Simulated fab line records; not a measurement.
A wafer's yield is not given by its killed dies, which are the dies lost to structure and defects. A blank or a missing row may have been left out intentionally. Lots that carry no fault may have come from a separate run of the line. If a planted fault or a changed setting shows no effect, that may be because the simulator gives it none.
Which tool did it?	flow sfq-line	15 lots, 45 wafers sampled, at 3 steps of a route of 325

## WHAT THE GAUGES READ, wafer by wafer
No reading from a measuring or inspecting step in the record can be judged against a usual standard deviation.

## WHICH TOOL RAN EACH LOT (tool, then ch and the chambers of the sampled wafers, then the start)
lot	SFQ_TRILAYER_I7_CMP_CMP_184	SFQ_TRILAYER_I7_METRO_MEASURE_185	SFQ_TRILAYER_I7_VIA_ETCH_VIA_ETCH_190
L828	cmp-02 ch 0,1,3, day 71 02:20	film-metro-03, day 71 05:27	rie-diel-02 ch 0,1,2, day 75 05:46
L830	cmp-01 ch 1,2,3, day 71 14:50	film-metro-04, day 71 16:39	rie-diel-01 ch 1,3, day 75 08:11
L831	cmp-02 ch 0,3, day 77 07:20	film-metro-03, day 77 09:58	rie-diel-04 ch 0,1, day 80 23:08
L833	cmp-02 ch 0,1,3, day 77 18:22	film-metro-04, day 77 20:41	rie-diel-01 ch 0,1, day 81 13:32
L834	cmp-01 ch 0,2,3, day 80 11:25	film-metro-03, day 80 14:14	rie-diel-01 ch 0,1,3, day 84 07:59
L835	cmp-01 ch 2,3, day 80 15:40	film-metro-02, day 80 19:11	rie-diel-04 ch 0,1,2, day 84 10:23
L836	cmp-01 ch 1,2,3, day 80 19:40	film-metro-03, day 80 22:11	rie-diel-02 ch 0,1,2, day 84 12:47
L837	cmp-01 ch 0,2,3, day 81 02:08	film-metro-03, day 81 05:40	rie-diel-04 ch 2,3, day 84 18:01
L838	cmp-01 ch 0,2, day 81 12:02	film-metro-04, day 81 14:40	rie-diel-04 ch 0,2,3, day 85 01:13
L839	cmp-02 ch 0,2,3, day 81 14:31	film-metro-02, day 81 16:38	rie-diel-02 ch 0,1,3, day 85 04:49
L840	cmp-01 ch 0,1,3, day 81 18:55	film-metro-04, day 81 22:26	rie-diel-01 ch 0,2,3, day 85 08:25
L846	cmp-02 ch 0,2,3, day 83 04:07	film-metro-04, day 83 06:14	rie-diel-04 ch 0,2,3, day 86 09:40
L848	cmp-01 ch 0,2,3, day 84 01:55	film-metro-02, day 84 04:02	rie-diel-01 ch 1,3, day 87 06:00
L849	cmp-02 ch 1,3, day 84 06:37	film-metro-03, day 84 09:14	rie-diel-04 ch 1,3, day 87 12:00
L850	cmp-02 ch 1,2,3, day 84 10:37	film-metro-02, day 84 12:26	rie-diel-01 ch 1,2,3, day 87 16:48
- SFQ_TRILAYER_I7_CMP_CMP_184: polishes SiO2.
- SFQ_TRILAYER_I7_METRO_MEASURE_185
- SFQ_TRILAYER_I7_VIA_ETCH_VIA_ETCH_190: etches SiO2 in CHF3, stops on Nb, target depth 260 nm.

## AS READ BY THE TOOLS THEMSELVES (means over the sampled wafers that have a number; for cases with no such wafer, the mark the record gives instead)
SFQ_TRILAYER_I7_CMP_CMP_184.
lot	tool	edge-zone-pressure-frac	head-pressure-psi (psi)	motor-current-A (A)	time-to-endpoint-s (s)
L828	cmp-02	0.999	2.997	10.5	213
L830	cmp-01	1.003	2.993	10.6	222
L831	cmp-02	0.999	2.999	9.7	217
L833	cmp-02	0.998	3.000	10.4	213
L834	cmp-01	1.000	3.006	9.9	225
L835	cmp-01	1.004	3.003	11.3	225
L836	cmp-01	1.002	2.999	10.6	215
L837	cmp-01	1.002	3.002	9.9	227
L838	cmp-01	-	-	-	-
L839	cmp-02	-	-	-	-
L840	cmp-01	-	-	-	-
L846	cmp-02	0.997	3.005	9.6	216
L848	cmp-01	0.997	2.994	9.9	216
L849	cmp-02	1.000	3.000	9.8	220
L850	cmp-02	0.999	2.998	10.1	225

SFQ_TRILAYER_I7_METRO_MEASURE_185.
lot	tool	thk-nm (nm)
L828	film-metro-03	200.1
L830	film-metro-04	201.5
L831	film-metro-03	200.0
L833	film-metro-04	200.6
L834	film-metro-03	201.8
L835	film-metro-02	202.7
L836	film-metro-03	200.6
L837	film-metro-03	199.7
L838	film-metro-04	495.2
L839	film-metro-02	499.5
L840	film-metro-04	503.6
L846	film-metro-04	200.5
L848	film-metro-02	198.1
L849	film-metro-03	200.8
L850	film-metro-02	200.6

SFQ_TRILAYER_I7_VIA_ETCH_VIA_ETCH_190.
lot	tool	chamber-pressure-mTorr (mTorr)	drypump-motor-current-A (A)	oes-product-au (a.u.)
L828	rie-diel-02	30.041	5.5	0.851
L830	rie-diel-01	30.012	5.6	0.856
L831	rie-diel-04	29.988	5.8	0.855
L833	rie-diel-01	30.008	5.8	0.863
L834	rie-diel-01	29.971	5.6	0.857
L835	rie-diel-04	30.008	5.6	0.860
L836	rie-diel-02	30.017	5.5	0.854
L837	rie-diel-04	29.976	5.5	0.856
L838	rie-diel-04	29.989	5.4	1.636
L839	rie-diel-02	29.992	5.4	1.611
L840	rie-diel-01	29.977	5.7	1.639
L846	rie-diel-04	30.025	5.4	0.857
L848	rie-diel-01	29.993	5.4	0.849
L849	rie-diel-04	29.986	5.6	0.852
L850	rie-diel-01	29.995	5.7	0.855

## THE ANSWER, worked out from the rows above alone
Rule: the usual values come from the lots themselves. Put in order of their means at a reading, lots are off if they are a third of the lots or fewer, leave a main group of 4 or more, and stand apart from it by a gap of 3 or more times the standard deviation of the main group's means; of several such gaps the widest counts. A main group is skipped when, at the precision printed for the reading in the tables above, its means are all equal. Also off: a lot with no number at a reading for which 4 or more lots have one. All remaining lots with rows at the step are treated as sound. First the gauges in route order, then the tools' own readings, where a lot's mean is used as printed above. The first step at which some lot is off is used, and at that step the reading that is off furthest; a lot without a number counts as furthest.
Off: L838, L839, L840, at SFQ_TRILAYER_I7_CMP_CMP_184 (edge-zone-pressure-frac). Without a number there: L838, L839, L840. Mean 1.000 and standard deviation 0.0022 in the main group.
A tool fits if, at that step or a process step before it, it ran every lot that is off, and no sound lot after the first of them. No candidate that was tried fits.

## WHAT THE SIMULATOR HAD PUT IN
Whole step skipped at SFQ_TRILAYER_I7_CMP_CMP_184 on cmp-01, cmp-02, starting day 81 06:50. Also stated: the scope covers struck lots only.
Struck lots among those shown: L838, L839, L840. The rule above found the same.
